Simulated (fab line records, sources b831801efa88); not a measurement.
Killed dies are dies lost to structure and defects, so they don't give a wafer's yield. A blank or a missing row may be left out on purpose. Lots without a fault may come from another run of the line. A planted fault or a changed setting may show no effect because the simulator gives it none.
Which tool did it? | flow gf180mcu | 6 lots, 18 wafers sampled, at 2 steps of a route of 602

WHAT THE GAUGES READ, wafer by wafer
GF_PSD_RS_MEAS_14: measures by four-point-probe.
lot  | measured     | on            | NSD_RS (ohm/sq)
L812 | day 14 13:14 | film_metro-02 | 46.18 46.08 46.16
L814 | day 15 12:52 | film_metro-04 | 46.06 46.20 46.05
L819 | day 17 07:41 | film_metro-04 | 46.14 46.13 46.01
L823 | day 18 19:09 | film_metro-02 | 47.54 47.65 47.56
L829 | day 20 13:38 | film_metro-04 | 46.19 46.18 46.16
L831 | day 21 12:46 | film_metro-02 | 46.07 46.05 46.18

WHICH TOOL RAN EACH LOT (tool, then ch and the chambers of the sampled wafers, then the start)
lot  | GF_NSD_IMPLANT_10
L812 | implanter-04 ch 0, day 13 15:20
L814 | implanter-04 ch 0, day 14 15:19
L819 | implanter-04 ch 0, day 16 08:55
L823 | implanter-02 ch 0, day 17 18:38
L829 | implanter-04 ch 0, day 19 13:14
L831 | implanter-04 ch 0, day 20 11:31
- GF_NSD_IMPLANT_10

THE ANSWER, worked out from the rows above alone
Rule: what is usual is taken from the lots themselves. Put in order of their means at a reading, lots are off if they are a third of the lots or fewer, leave a main group of 4 or more, and stand apart from it by a gap of 3 or more times the standard deviation of the main group's means; of several such gaps the widest counts. A main group whose means are all the same, to the digits that the tables above print for the reading, isn't used. A lot without any number at a reading at which 4 lots or more have one is off too. The other lots that the step has rows for count as sound.
Off: L823, at GF_PSD_RS_MEAS_14 (NSD_RS). The main group: mean 46.12 ohm/sq, standard deviation 0.032.
A tool fits if, at a process step before that reading, it ran every lot that is off, and no sound lot after the first of them. The gauges at GF_PSD_RS_MEAS_14 are tried like those tools. One fits: implanter-02 at GF_NSD_IMPLANT_10. It ran no sound lot before its first lot that is off in this sample, so the start can't be narrowed down.

WHAT THE SIMULATOR HAD PUT IN
Process parameter drift: implanter-02, from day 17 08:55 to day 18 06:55, at GF_NSD_IMPLANT_10. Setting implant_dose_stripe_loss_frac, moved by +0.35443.
Lots struck among those shown: L823. The rule above found the same.
